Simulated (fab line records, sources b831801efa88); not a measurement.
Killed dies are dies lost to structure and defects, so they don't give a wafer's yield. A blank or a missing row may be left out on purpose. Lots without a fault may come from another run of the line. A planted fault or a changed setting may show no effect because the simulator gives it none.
Tool commonality check | flow sky130 | 13 lots, 39 wafers sampled

WHY IT WAS OPENED
At SKY_VT_ADJUST_NCORE_OVL_MEAS_08 the reading VT_ADJUST_NCORE_OVL is flagged on 4 of 13 lots. Wafers without a fault read 0.0 nm, standard deviation 1.2.
Rule: a lot is flagged when every wafer of it that has a number lies more than 4 standard deviations from that mean, or none has a number. The other lots count as sound.

lot  | measured     | on         | VT_ADJUST_NCORE_OVL (nm), wafer by wafer | flag
L399 | day 8 09:02  | overlay-02 | 0.9 0.9 -0.1                             |
L400 | day 8 20:14  | overlay-02 | 1.0 2.0 0.3                              |
L401 | day 9 06:11  | overlay-02 | 0.8 0.3 -0.3                             |
L402 | day 9 07:33  | overlay-02 | 0.2 0.8 -0.2                             |
L403 | day 9 13:10  | overlay-02 | 0.5 0.9 -0.7                             |
L404 | day 9 21:44  | overlay-02 | 1.5 0.5 -0.7                             |
L406 | day 10 17:23 | overlay-02 | 101.8 101.5 100.6                        | FLAGGED
L407 | day 10 18:45 | overlay-02 | 101.6 99.7 100.1                         | FLAGGED
L408 | day 11 01:42 | overlay-01 | 101.3 103.5 105.1                        | FLAGGED
L412 | day 12 10:00 | overlay-02 | 102.4 102.9 102.8                        | FLAGGED
L413 | day 12 15:45 | overlay-02 | 1.0 1.3 1.0                              |
L419 | day 14 22:29 | overlay-01 | 0.4 -0.5 0.9                             |
L421 | day 15 03:51 | overlay-01 | 1.1 -0.1 -1.3                            |
The numbers of the flagged lots are 101.9 nm on average: +101.9 nm against the usual, or +85 standard deviations.

WHICH TOOL RAN EACH LOT
The record holds 2 process steps before the reading, out of a route of 708 steps. In each cell: the tool, then ch and the chambers that the sampled wafers went through, then the start.
lot  | flag    | SKY_VT_ADJUST_HVTP_STRIP_10          | SKY_VT_ADJUST_NCORE_EXPOSE_04
L399 |         | plasma_asher-01 ch 0,1, day 5 22:43  | iline_stepper-02 ch 0, day 7 22:57
L400 |         | plasma_asher-02 ch 0,1, day 6 09:54  | iline_stepper-01 ch 0, day 8 09:59
L401 |         | plasma_asher-01 ch 0,1, day 6 16:45  | iline_stepper-02 ch 0, day 8 19:31
L402 |         | plasma_asher-01 ch 0,1, day 6 18:58  | iline_stepper-01 ch 0, day 8 20:42
L403 |         | plasma_asher-03 ch 0, day 6 23:31    | iline_stepper-01 ch 0, day 9 02:32
L404 |         | plasma_asher-03 ch 0,1, day 7 07:58  | iline_stepper-01 ch 0, day 9 11:08
L406 | FLAGGED | plasma_asher-03 ch 0,1, day 7 23:52  | iline_stepper-02 ch 0, day 10 06:38
L407 | FLAGGED | plasma_asher-03 ch 0,1, day 8 02:37  | iline_stepper-02 ch 0, day 10 08:16
L408 | FLAGGED | plasma_asher-02 ch 0,1, day 8 07:58  | iline_stepper-02 ch 0, day 10 14:16
L412 | FLAGGED | plasma_asher-03 ch 0,1, day 9 12:25  | iline_stepper-02 ch 0, day 11 21:47
L413 |         | plasma_asher-02 ch 0,1, day 9 18:17  | iline_stepper-01 ch 0, day 12 03:41
L419 |         | plasma_asher-02 ch 0,1, day 11 18:27 | iline_stepper-01 ch 0, day 14 08:56
L421 |         | plasma_asher-02 ch 0,1, day 11 22:19 | iline_stepper-01 ch 0, day 14 14:22
What these steps do:
- SKY_VT_ADJUST_HVTP_STRIP_10: strips in O2/N2.
- SKY_VT_ADJUST_NCORE_EXPOSE_04: exposes mask LVTN COMPLEMENT THIN, target cd 380 nm.
- SKY_VT_ADJUST_NCORE_OVL_MEAS_08

FLAGGED OVER TOTAL, TOOL BY TOOL (the gauges that took the reading come last)
step                            | tool             | lots run | flagged | share of the flagged lots | sound lots run after its first flagged lot
SKY_VT_ADJUST_HVTP_STRIP_10     | plasma_asher-01  | 3        | 0       | none                      | -
SKY_VT_ADJUST_HVTP_STRIP_10     | plasma_asher-02  | 5        | 1       | some                      | 3 (L413,L419,L421)
SKY_VT_ADJUST_HVTP_STRIP_10     | plasma_asher-03  | 5        | 3       | some                      | 0
SKY_VT_ADJUST_NCORE_EXPOSE_04   | iline_stepper-01 | 7        | 0       | none                      | -
SKY_VT_ADJUST_NCORE_EXPOSE_04   | iline_stepper-02 | 6        | 4       | all                       | 0
SKY_VT_ADJUST_NCORE_OVL_MEAS_08 | overlay-01       | 3        | 1       | some                      | 2 (L419,L421)
SKY_VT_ADJUST_NCORE_OVL_MEAS_08 | overlay-02       | 10       | 3       | some                      | 1 (L413)

WHAT THE TABLE ALLOWS
1 row of the table ran every flagged lot: iline_stepper-02 at SKY_VT_ADJUST_NCORE_EXPOSE_04.
- iline_stepper-02 at SKY_VT_ADJUST_NCORE_EXPOSE_04: 4 of its 6 lots flagged. Its last sound lot is L401 (day 8 19:31), its first flagged lot L406 (day 10 06:38): a fault that began between those two fits.
One tool is left: iline_stepper-02 at SKY_VT_ADJUST_NCORE_EXPOSE_04.

WHAT THE SIMULATOR HAD PUT IN
Scanner matching overlay: iline_stepper-02, from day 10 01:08 on, at SKY_VT_ADJUST_NCORE_EXPOSE_04. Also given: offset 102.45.
Lots struck among those shown: L406, L407, L408, L412. The rule above found the same.
